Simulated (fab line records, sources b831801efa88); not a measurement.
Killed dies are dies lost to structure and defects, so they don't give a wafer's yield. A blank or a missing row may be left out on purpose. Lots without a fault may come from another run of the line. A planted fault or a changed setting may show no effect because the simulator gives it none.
A struck lot beside a sound one | flow sky130 | 15 steps out of a route of 708
Sound: wafers L613.1, L613.3, L613.5. Struck: wafers L623.1, L623.2, L623.5. The cause comes at the end.
At each step with rows: each side's tool, then ch and its chambers, then its first start. Under that, the readings that differ: sound wafers | struck wafers | difference of the means | sigmas: that difference in standard deviations of wafers without a fault.
alike: readings whose means differ by less than 2 such deviations, and words and numbers that are the same on both sides. not compared: withheld readings, readings that some wafer has no value for, bounds like >300 that may hide the same value, and numbers for which the record gives no deviation and whose values overlap.
The two part at a step that has a row with sigmas, a row that says differs or no value, or rows on one side only. Numbers that don't overlap but have no deviation are shown without sigmas and don't part them. A reading that every wafer of one side lacks parts them only if that side has two wafers or more.

first, 4 steps without rows for these wafers: SKY_LDD_HVP_SOFTBAKE_03 (time 60 s); SKY_LDD_HVP_EXPOSE_04 (exposes mask HVPTM, target cd 700 nm); SKY_LDD_HVP_PEB_05; SKY_LDD_HVP_DEVELOP_06 (develop time 58.02 s).
SKY_LDD_HVP_OVL_MEAS_07:
  sound on overlay-01, day 23 10:52; struck on overlay-02, day 26 15:01
  alike: LDD_HVP_OVL
then, 1 step without rows for these wafers: SKY_LDD_HVP_IMPLANT_08.
SKY_LDD_HVP_STRIP_09: strips in O2/N2.
  sound on plasma_asher-03 ch 0, day 23 11:03; struck on plasma_asher-03 ch 0,1, day 26 15:12
  alike: drypump_motor_current_A, oes_product_au, strip_time_to_endpoint_s
  not compared: rf_hours_counter_h
SKY_LDD_HVP_TW_MEAS_10:
  sound on film_metro-03, day 23 11:09; struck on film_metro-02, day 26 15:18
  alike: LDD_HVP_TW
then, 4 steps without rows for these wafers: SKY_LDD_LDN_DEHYDRATE_00 (time 60 s); SKY_LDD_LDN_HMDS_01 (prime time 60 s); SKY_LDD_LDN_COAT_02 (resist thk 1140 nm); SKY_LDD_LDN_SOFTBAKE_03 (time 60 s).
SKY_LDD_LDN_EXPOSE_04: exposes mask LDNTM, target cd 700 nm.
  sound on iline_stepper-01 ch 0, day 24 01:50; struck on iline_stepper-01 ch 0, day 27 05:37
  reading              | sound                | struck               | difference | sigmas
  exposure_dose_mJ_cm2 | 139.93 139.93 140.08 | 131.75 131.72 131.79 | -8.23      | -63
  alike: mask
then, 1 step without rows for these wafers: SKY_LDD_LDN_PEB_05.
SKY_PAD_OPEN_PROBE_99:
  the record has rows for the sound wafers here (prober-02, day 47 12:35) and none for the struck ones

WHERE THEY PART
First at SKY_LDD_LDN_EXPOSE_04; last, within this record, at SKY_PAD_OPEN_PROBE_99.

WHY: what the simulator had put in
Process parameter drift: iline_stepper-01, from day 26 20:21 on, at SKY_LDD_LDN_EXPOSE_04. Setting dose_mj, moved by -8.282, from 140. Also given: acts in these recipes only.
